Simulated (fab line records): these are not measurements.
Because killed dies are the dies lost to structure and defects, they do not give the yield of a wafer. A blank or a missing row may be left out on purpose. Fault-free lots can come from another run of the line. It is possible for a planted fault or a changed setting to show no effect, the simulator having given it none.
fab line records    flow sky130
record lots=5  wafers=12  last-day=49
route steps=708 shown LI_CONTACT@376 LOCAL_INTERCONNECT@387 PAD_OPEN@708
lots untouched by any fault: they come from a run of this same line in which no faults occurred
start-h: hours from the record's first day to the start of the lot's first wafer shown    wait-h: hours from the lot's prior step to this one    " repeats the value in the row above    L1.1+2: one row covering several wafers at once    - no value, or no start was given    * or withheld: withheld    < > ~ a bound
route shown NAME@n: NAME is a module with steps in the file, n the number in the route of the first one    usual: mean and standard deviation over wafers with no fault    same: alike in all rows    chamber/n: place in a boat    sites: each site's reading    _std_site: standard deviation of those values    _edge_site: mean of outer sites minus mean of inner sites    radius-mm: for every site, how far away it sits from the centre of the wafer    mask NAME#n: copy n    behind: tool/chamber where the wafer was last shaped    hold: what put the lot on hold/how long, in hours/how the hold closed    device: whichever transistor did not switch (one of n, p or np)    end of line: the same wafers' tests at the end of the route    a step with no rows: only its recipe    killed: dies that structure and defects cost at the first sort, which is not the same as the wafer's yield    map: a wafer's dies, x killed, . not, _ none there
set.NAME: the run value of the setting; set.NAME@STEP: its run value at that earlier step    model.NAME: the simulator's own value behind a step, which no gauge read
certain route steps with their lots: each step a table, each wafer a row
services: when a tool's chamber went out of use (start-h, in hours from the record's first day, below 0 if earlier), for how many hours, and the reason
## steps
# step SKY_LI_CONTACT_ETCH_14
# recipe chemistry=N2/H2  target=BARC  ion-energy-ev=200  source-w=500  bias-w=100  pressure-mtorr=30  n2-flow-sccm=100  h2-flow-sccm=200  stop-on=SiO2  time-s=45.9  target-depth-a=600
# step SKY_LI_CONTACT_ETCH_15
# recipe target=PSG  chemistry=C4F8/O2/Ar  stop-on=Si  taper-deg=4.15  mask-material=KrF-thick  source-w=1500  bias-w=1200  pressure-mtorr=40  c4f8-flow-sccm=withheld  O2_flow_sccm=6  Ar_flow_sccm=300  time-s=withheld  target-depth-a=6000
# step SKY_LI_CONTACT_STRIP_16
# recipe chemistry=O2/N2  power-w=1400  pressure-mtorr=1500  platen-temp-c=withheld  o2-flow-sccm=3000  n2-flow-sccm=300  overash-fraction=0.5
# step SKY_LI_CONTACT_CLEAN_17
# recipe chemistry=NMP  time-s=600  temp-c=60  dry=n2-spin
# step SKY_LI_CONTACT_PRE_CLEAN_18
# recipe gas=Ar  time-s=5.6  bias-v=358
# step SKY_LI_CONTACT_SPUTTER_19
# recipe material=Ti  target-thk-nm=20  chamber-pressure-pa=5  power-w=2500  substrate-temp-c=200  time-s=106.37
# step SKY_LI_CONTACT_SPUTTER_20
# recipe material=TiN  target-thk-nm=20  chamber-pressure-pa=5  power-w=4000  time-s=80
# step SKY_LI_CONTACT_CVD_21
# recipe material=W  target-thk-nm=400  time-s=120.56  temp-c=400  pressure-torr=40
# step SKY_LI_CONTACT_CMP_24
# recipe stop-on=PSG  t-overpolish-s=20  down-force-psi=3.5  platen-rpm=60  target-thk-nm=0  pad-velocity-m-s=0.94248
# step SKY_LOCAL_INTERCONNECT_SPUTTER_00
# recipe material=TiN  target-thk-nm=100  temp-c=300  power-w=6500  time-s=83.3  chamber-pressure-pa=0.4
# usual chamber-pressure-pa=0.4000/0.00086  throttle-valve-pct=30.1/0.62
lot.wafer  tool            chamber  start-h  wait-h  chamber-pressure-pa  throttle-valve-pct  model.TiN_of_LOCAL_INTERCONNECT_SPUTTER_00.thk-nm
L420.2     pvd-sputter-04  -        680.05   0.1     0.3995               29.8                99.95
L420.4     "               -        "        "       0.3994               29.5                98.8
L420.5     "               -        "        "       0.3996               30.9                98.43
L425.1     pvd-sputter-04  -        728.07   0.1     0.4001               31.1                97.48
L425.6     "               -        "        "       0.3997               31.1                110.8
L427.1     pvd-sputter-04  -        735.29   0.2     0.4005               28.9                99.6
L427.6     "               -        "        "       0.4002               29.2                113
L430.1     pvd-sputter-04  -        767.47   0.1     0.3994               29.3                98.39
L430.6     "               -        "        "       0.3987               29.5                112.4
L436.1     pvd-sputter-01  -        825.78   0.1     0.3991               31.1                101.1
L436.5     "               -        "        "       0.4006               29.6                98.45
L436.6     "               -        "        "       0.4001               30.1                99.39
# step SKY_LOCAL_INTERCONNECT_RS_MEAS_01
# recipe thk-meas-gauge=four-point-probe  reads=TiN_of_LOCAL_INTERCONNECT_SPUTTER_00
# usual LOCAL_INTERCONNECT_TIN_RS=14.26/0.2
lot.wafer  tool           chamber  start-h  wait-h  LOCAL_INTERCONNECT_TIN_RS[ohm/sq]
L420.2     film-metro-03  -        680.14   0.1     14.16
L420.4     "              -        "        "       14.35
L420.5     "              -        "        "       14.39
L425.1     film-metro-03  -        728.14   0.0     14.57
L425.6     "              -        "        "       12.74
L427.1     film-metro-04  -        735.35   0.0     14.23
L427.6     "              -        "        "       12.45
L430.1     film-metro-02  -        767.53   0.0     14.42
L430.6     "              -        "        "       12.56
L436.1     film-metro-04  -        825.84   0.0     13.98
L436.5     "              -        "        "       14.38
L436.6     "              -        "        "       14.26
# step SKY_LOCAL_INTERCONNECT_THK_MEAS_02
# recipe thk-meas-gauge=xrf  reads=TiN_of_LOCAL_INTERCONNECT_SPUTTER_00
# usual LOCAL_INTERCONNECT_TIN_THK=99.5/1.3
lot.wafer  tool           chamber  start-h  wait-h  LOCAL_INTERCONNECT_TIN_THK[nm]
L420.2     film-metro-03  -        680.25   0.1     100.4
L420.4     "              -        "        "       99.0
L420.5     "              -        "        "       98.4
L425.1     film-metro-03  -        728.26   0.1     98.0
L425.6     "              -        "        "       111.6
L427.1     film-metro-04  -        735.47   0.1     99.8
L427.6     "              -        "        "       113.1
L430.1     film-metro-02  -        767.65   0.1     98.4
L430.6     "              -        "        "       112.5
L436.1     film-metro-04  -        825.96   0.1     101.1
L436.5     "              -        "        "       98.4
L436.6     "              -        "        "       100.0
# step SKY_LOCAL_INTERCONNECT_DEHYDRATE_03
# recipe temp-c=200  time-s=60
# step SKY_LOCAL_INTERCONNECT_HMDS_04
# recipe prime-time-s=60  prime-temp-c=120
# step SKY_LOCAL_INTERCONNECT_COAT_05
# recipe resist=BARC  temp-c=withheld  time-s=withheld  spin-rpm=3000  resist-thk-nm=60
# step SKY_LOCAL_INTERCONNECT_COAT_06
# recipe resist=KrF-thick  spin-rpm=3000  resist-thk-nm=450
# step SKY_LOCAL_INTERCONNECT_SOFTBAKE_07
# recipe temp-c=100  time-s=90  resist=KrF-thick
# step SKY_LOCAL_INTERCONNECT_EXPOSE_08
# recipe mask-id=LI1M  na=0.8  source-shape=annular  sigma-inner=0.55  sigma-outer=0.85  target-cd-nm=170  dose-mj=28
# step SKY_LOCAL_INTERCONNECT_PEB_09
# recipe peb-temp-c=withheld  peb-time-s=withheld  resist=KrF-thick
# step SKY_LOCAL_INTERCONNECT_DEVELOP_10
# recipe develop-time-s=60  resist=KrF-thick  dev-temp-c=21
# step SKY_LOCAL_INTERCONNECT_ETCH_13
# recipe chemistry=N2/H2  target=BARC  ion-energy-ev=200  bias-w=100  pressure-mtorr=30  n2-flow-sccm=100  h2-flow-sccm=200  icp-w=500  stop-on=SiO2  time-s=45.9  target-depth-a=600
# step SKY_LOCAL_INTERCONNECT_METAL_ETCH_14
# recipe target-depth-nm=110  stop-on=PSG  chemistry=Cl2/BCl3  target=TiN  resist-sidewall-deg=88  pressure-mtorr=10  icp-w=900  bias-w=48.5  Cl2_flow_sccm=60  bcl3-flow-sccm=30  time-s=31.4
# usual drypump-motor-current-A=5.6/0.33  oes-product-au=0.938/0.0089  throttle-valve-pct=21.904/0.0098
lot.wafer  tool          chamber  start-h  wait-h  drypump-motor-current-A  oes-product-au  rf-hours-counter-h  throttle-valve-pct
L420.2     rie-metal-03  0        708.63   0.1     6.0                      0.943           -                   21.908
L420.4     "             0        "        "       6.0                      0.929           -                   21.908
L420.5     "             0        "        "       6.0                      0.929           -                   21.903
L425.1     rie-metal-01  1        755.62   0.0     6.0                      0.929           5                   21.917
L425.6     "             0        "        "       5.3                      1.004           -                   21.862
L427.1     rie-metal-04  0        763.01   0.0     5.7                      0.937           0                   21.889
L427.6     "             0        "        "       5.7                      0.990           -                   21.896
L430.1     rie-metal-01  0        794.86   0.0     5.4                      0.923           11                  21.915
L430.6     "             1        "        "       6.0                      0.995           -                   21.878
L436.1     rie-metal-03  1        851.10   0.0     5.3                      0.941           6                   21.909
L436.5     "             1        "        "       5.3                      0.945           -                   21.913
L436.6     "             0        "        "       6.0                      0.944           -                   21.891
# step SKY_LOCAL_INTERCONNECT_STRIP_15
# recipe chemistry=O2/N2  power-w=1400  pressure-mtorr=1500  platen-temp-c=withheld  o2-flow-sccm=3000  n2-flow-sccm=300  overash-fraction=0.5
# step SKY_LOCAL_INTERCONNECT_STRIP_16
# recipe chemistry=post-etch-residue-remover  time-s=1200  temp-c=72.5
lot.wafer  tool          chamber  start-h  wait-h  model.TiN_of_LOCAL_INTERCONNECT_SPUTTER_00.thk-nm
L420.2     wet-bench-04  0        708.82   0.1     99.53
L420.4     "             0        "        "       98.38
L420.5     "             0        "        "       98.01
L425.1     wet-bench-03  3        755.77   0.1     97.06
L425.6     "             3        "        "       110.3
L427.1     wet-bench-02  2        763.16   0.1     99.18
L427.6     "             2        "        "       112.6
L430.1     wet-bench-04  1        795.01   0.1     97.98
L430.6     "             1        "        "       112
L436.1     wet-bench-04  2        851.25   0.1     100.6
L436.5     "             2        "        "       98.03
L436.6     "             2        "        "       98.96
# step SKY_LOCAL_INTERCONNECT_CLEAN_17
# recipe chemistry=IPA  time-s=180  temp-c=25
# step SKY_PAD_OPEN_PROBE_99
# usual killed_at_M0_to_M3=44/6.9  killed_at_M4_up=3.2/1.8  killed-at-contacts=23/5.2  killed-at-front-end=15/4.5  killed-at-other=0.3/0.56  killed-dies=85/8.8  killed-on-rim=17/3.5  killed-open=47/6.7  killed-short=39/6.4
# same gross-dies=492  killed-at-back-side=0
lot.wafer  tool       chamber  start-h  wait-h  killed_at_M0_to_M3  killed_at_M4_up  killed-at-contacts  killed-at-front-end  killed-at-other  killed-dies  killed-on-rim  killed-open  killed-short
L425.1     prober-02  -        1109.80  0.1     53                  0                18                  14                   1                86           15             51           35
L425.6     prober-02  -        1110.05  0.2     49                  3                21                  15                   1                89           16             52           34
L427.6     prober-01  -        1117.55  0.2     34                  4                386                 19                   0                443          66             36           37
L430.1     prober-01  -        1140.53  0.1     45                  3                19                  18                   0                85           13             52           33
L430.6     prober-01  -        1140.78  0.2     37                  1                257                 18                   0                313          78             33           42
L436.1     prober-02  -        1180.37  0.1     41                  3                25                  14                   1                84           25             46           38
L436.5     prober-02  -        1180.57  0.2     48                  6                23                  18                   0                95           24             52           43
L436.6     prober-02  -        1180.62  0.2     36                  5                27                  22                   0                90           19             49           41
# killed by level:class
L425.1 VIA1:geometric-particle:open=13 LI_CONTACT:geometric-particle:open=7 METAL3:geometric-particle:short=7 CONTACT:geometric-particle:open=6 VIA1:geometric-particle:short=6 FIELD_ISO:geometric-particle:open=5 VIA2:geometric-particle:open=5 METAL3:geometric-particle:open=5
L425.6 VIA1:geometric-particle:open=15 CONTACT:geometric-particle:open=8 VIA3:geometric-particle:open=7 VIA2:geometric-particle:short=6 VIA2:geometric-particle:open=5 POLY_GATE:geometric-particle:open=4 POLY_GATE:geometric-particle:short=4 LI_CONTACT:geometric-particle:open=4
L427.6 LOCAL_INTERCONNECT:area-etch=370 VIA3:geometric-particle:open=6 VIA1:geometric-particle:open=5 FIELD_ISO:geometric-particle:short=4 POLY_GATE:geometric-particle:short=4 LI_CONTACT:geometric-particle:short=4 LI_CONTACT:geometric-particle:open=4 VIA2:geometric-particle:open=4
L430.1 VIA1:geometric-particle:open=10 VIA2:geometric-particle:open=10 CONTACT:geometric-particle:open=9 VIA3:geometric-particle:open=6 POLY_GATE:geometric-particle:short=5 LI_CONTACT:geometric-particle:open=5 VIA2:geometric-particle:short=5 FIELD_ISO:geometric-particle:open=4
L430.6 LOCAL_INTERCONNECT:area-etch=238 METAL2:geometric-particle:short=7 POLY_GATE:geometric-particle:short=6 VIA1:geometric-particle:open=6 CONTACT:geometric-particle:open=5 VIA3:geometric-particle:open=4 POLY_GATE:geometric-particle:open=4 LOCAL_INTERCONNECT:geometric-particle:short=4
L436.1 VIA2:geometric-particle:open=11 METAL1:geometric-particle:short=7 VIA1:geometric-particle:open=7 LI_CONTACT:geometric-particle:open=6 FIELD_ISO:geometric-particle:open=5 VIA2:geometric-particle:short=5 LI_CONTACT:geometric-particle:short=5 CONTACT:geometric-particle:short=5
L436.5 VIA1:geometric-particle:open=11 VIA2:geometric-particle:open=10 FIELD_ISO:geometric-particle:short=8 VIA3:geometric-particle:open=8 CONTACT:geometric-particle:open=7 LI_CONTACT:geometric-particle:open=6 METAL1:geometric-particle:short=6 METAL2:geometric-particle:short=6
L436.6 POLY_GATE:geometric-particle:open=9 LI_CONTACT:geometric-particle:open=8 CONTACT:geometric-particle:open=7 VIA2:geometric-particle:open=6 FIELD_ISO:geometric-particle:short=5 CONTACT:geometric-particle:short=5 METAL1:geometric-particle:short=5 METAL2:geometric-particle:short=5
# map L425.6 (x killed, . not)
__________..xx......_________
________x...x....x...x_______
______.........xx......._____
_____.........x........x.____
____...x..................___
___.x..........x..x....x..x__
__.........................._
_.x......xx...........x......
_.....x......x........x....x.
_..x..xx....x.x...xx..xx.x...
_..........xx...x.......xx...
_...xx....x..x.........x....x
_......x.............x.......
_xxx.x..x.....x...xx..x.....x
_..xxxx.....x.xxx......xx..x.
__......x....x.........x.xx._
___............x......x...x__
____.....x.x..x.x.......x.___
_____.........x.......x..____
______...x..xxxx.....x.._____
________.............._______
__________.........._________
# map L427.6 (x killed, . not)
__________.xxxxxxxx._________
________xxxxx.xxx.x..x_______
______.xxxxxxxxxxx.x.xx._____
_____xxxxxxxxxxxxxxxxxxxx____
____x..xxxxxxxxxxxxxxxx..x___
___xxxxxxxxxxxxxxxxxxxx.xx.__
__xxxxxxxxxxxxxxxxxxxxxxx..._
_.xxxxxxxxxxxxxxxxxxxxxxxxxxx
_.xxxxxxxxxxxxxxxxxxxxxxxxxxx
_xxxxxxxxxxxxxxxxxxxxxxxxxxxx
_.xxxxxxxxxxxxxxxxxxxxxxxxxxx
_x.xxxxxxxxxxxxxxxxxxxxxxxx.x
_xx.xxxxxxxxxxxxxxxxxxxxxxxxx
_.xxxxxxxxxxxxxxxxxxxxxxx.xx.
_xxxxxxxxxxxxxxxxxxxxxxxx.x.x
__xxxxxxxxxxxxxxxxxxxxxxxxx._
___xxxx.xxxxxxxxxxxxxxx.xx.__
____x.xxxxxxx.xxxxxxxxxxxx___
_____.xxxxxx.xxxxxxxxxx..____
______.xxx.xxxxxxxxxx.xx_____
________..xxx.xxxxxxxx_______
__________.xxx.xx.xx_________
## services
tool            chamber  start-h  hours  kind
rie-metal-01    0        661.34   11.9   repair
wet-bench-03    -        679.97   1.3    repair
rie-metal-03    1        683.08   -      clean
rie-metal-03    1        683.08   29.0   scheduled-down
rie-metal-03    1        683.08   29.0   vent-cycle
pvd-sputter-04  -        696.49   5.1    repair
rie-metal-04    1        706.81   -      clean
rie-metal-04    1        706.81   22.4   scheduled-down
rie-metal-04    1        706.81   22.4   vent-cycle
pvd-sputter-01  -        720.75   5.1    repair
rie-metal-04    0        733.37   -      clean
rie-metal-04    0        733.37   18.4   scheduled-down
rie-metal-04    0        733.37   18.4   vent-cycle
wet-bench-02    -        780.20   1.8    repair
rie-metal-01    -        798.41   1.7    repair
wet-bench-03    -        821.13   0.5    repair
rie-metal-04    0        831.62   8.0    repair
rie-metal-01    -        843.10   0.1    repair
## key
first-sign step=SKY_LOCAL_INTERCONNECT_RS_MEAS_01  reading=LOCAL_INTERCONNECT_TIN_RS  direction=down  sigmas=8.4  usual=14.26  struck=12.59
effect step=SKY_LOCAL_INTERCONNECT_THK_MEAS_02  reading=LOCAL_INTERCONNECT_TIN_THK  direction=up  sigmas=9.8  usual=99.5  struck=112.4
effect step=SKY_LOCAL_INTERCONNECT_METAL_ETCH_14  reading=oes-product-au  direction=up  sigmas=6.6  usual=0.938  struck=0.996
effect step=SKY_PAD_OPEN_PROBE_99  reading=killed-at-contacts  direction=up  sigmas=38  usual=23  struck=221  wafers-moved=2
model-effect step=SKY_LOCAL_INTERCONNECT_SPUTTER_00  value=TiN_of_LOCAL_INTERCONNECT_SPUTTER_00.thk-nm  without=98.02  struck=112
model-effect step=SKY_LOCAL_INTERCONNECT_STRIP_16  value=TiN_of_LOCAL_INTERCONNECT_SPUTTER_00.thk-nm  without=97.6  struck=111.6
more-kills-born-at SKY_LOCAL_INTERCONNECT_METAL_ETCH_14@rie-metal-04=370  SKY_LOCAL_INTERCONNECT_METAL_ETCH_14@rie-metal-01=241
met-at SKY_LOCAL_INTERCONNECT_SPUTTER_00
struck-wafers L425.6,L427.6,L430.6
later-rows-left-out L427.6
tester-left-out L425,L427,L430
onset-between 680.05 728.07
fault kind=process-parameter-drift  tool=pvd-sputter-04  chamber=-  onset-h=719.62  steps=SKY_LOCAL_INTERCONNECT_SPUTTER_00  channel=target-thk-nm  offset=14.021  shape=step  end-h=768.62  scope=struck-wafers-only  acts-in=these-recipes-only  stated=100
# tester-left-out: of these lots the tester's yield and bins aren't shown, on N5 and GAA mostly nor the transistor test; their killed dies are dies lost to structure and defects alone, not to doping, threshold or leakage, so they don't give the yield
# later-rows-left-out: the simulator's readings of these wafers behind a module that went badly wrong aren't trusted and aren't shown, but for the sort
